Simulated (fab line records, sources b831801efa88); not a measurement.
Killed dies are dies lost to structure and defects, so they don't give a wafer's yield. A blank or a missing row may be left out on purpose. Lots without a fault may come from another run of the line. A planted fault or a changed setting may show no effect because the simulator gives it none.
Chamber matching | flow sky130 | SKY_VIA4_CMP_02 on cmp-01: 4 sister chambers
The step polishes SiO2. 16 wafers are shown with their chamber, then 8 later ones without.

WAFERS WITH THEIR CHAMBER
wafer  | chamber | motor_current_A (A) | head_pressure_psi (psi)
L264.1 | 0       | 12.6                | 4.005
L264.2 | 3       | 10.6                | 4.006
L264.3 | 2       | 12.8                | 3.983
L265.3 | 1       | 11.1                | 3.992
L265.5 | 3       | 10.2                | 3.986
L265.6 | 2       | 13.0                | 3.994
L266.1 | 3       | 10.0                | 4.006
L266.2 | 1       | 11.1                | 4.000
L266.6 | 0       | 12.3                | 4.005
L268.3 | 1       | 11.4                | 3.987
L268.4 | 2       | 13.7                | 3.986
L268.6 | 2       | 13.1                | 4.001
L269.2 | 0       | 12.6                | 3.996
L269.3 | 3       | 10.1                | 4.006
L269.5 | 3       | 10.0                | 4.003
L282.1 | 3       | 10.6                | 4.000

SIGNATURES (means of the wafers above)
reading           | chamber 0 | chamber 1 | chamber 2 | chamber 3 | scatter within a chamber
motor_current_A   | 12.500    | 11.200    | 13.150    | 10.250    | 0.284
head_pressure_psi | 4.00200   | 3.99300   | 3.99100   | 4.00117   | 0.00732
Rule: a wafer's distance from a chamber is the root of the sum, over the readings, of the square of ((its reading less the chamber's mean) divided by the reading's scatter). The wafer belongs to the nearest chamber; if the next one is less than 2 further off, it can't be placed. The scatter: the root of (the sum of the squares of (reading less its chamber's mean) over the shown wafers, divided by (wafers less chambers)).

WAFERS WITHOUT THEIR CHAMBER
wafer  | motor_current_A (A) | head_pressure_psi (psi)
L282.3 | 12.3                | 4.002
L282.4 | 10.8                | 4.009
L284.3 | 10.2                | 3.991
L284.4 | 10.7                | 3.999
L284.6 | 12.4                | 4.006
L285.1 | 9.5                 | 3.995
L285.5 | 10.5                | 3.994
L285.6 | 12.6                | 4.010

WHICH CHAMBER EACH WENT THROUGH
wafer  | from the rows above     | in truth
L282.3 | 0                       | 0
L282.4 | can't be placed: 3 or 1 | 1
L284.3 | 3                       | 3
L284.4 | can't be placed: 3 or 1 | 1
L284.6 | 0                       | 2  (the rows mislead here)
L285.1 | 3                       | 3
L285.5 | can't be placed: 3 or 1 | 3
L285.6 | 0                       | 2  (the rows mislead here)
Placed correctly: 3 of 8. Can't be placed from these rows: 3 (the true chamber is among the candidates in 3). Placed wrongly: 2.
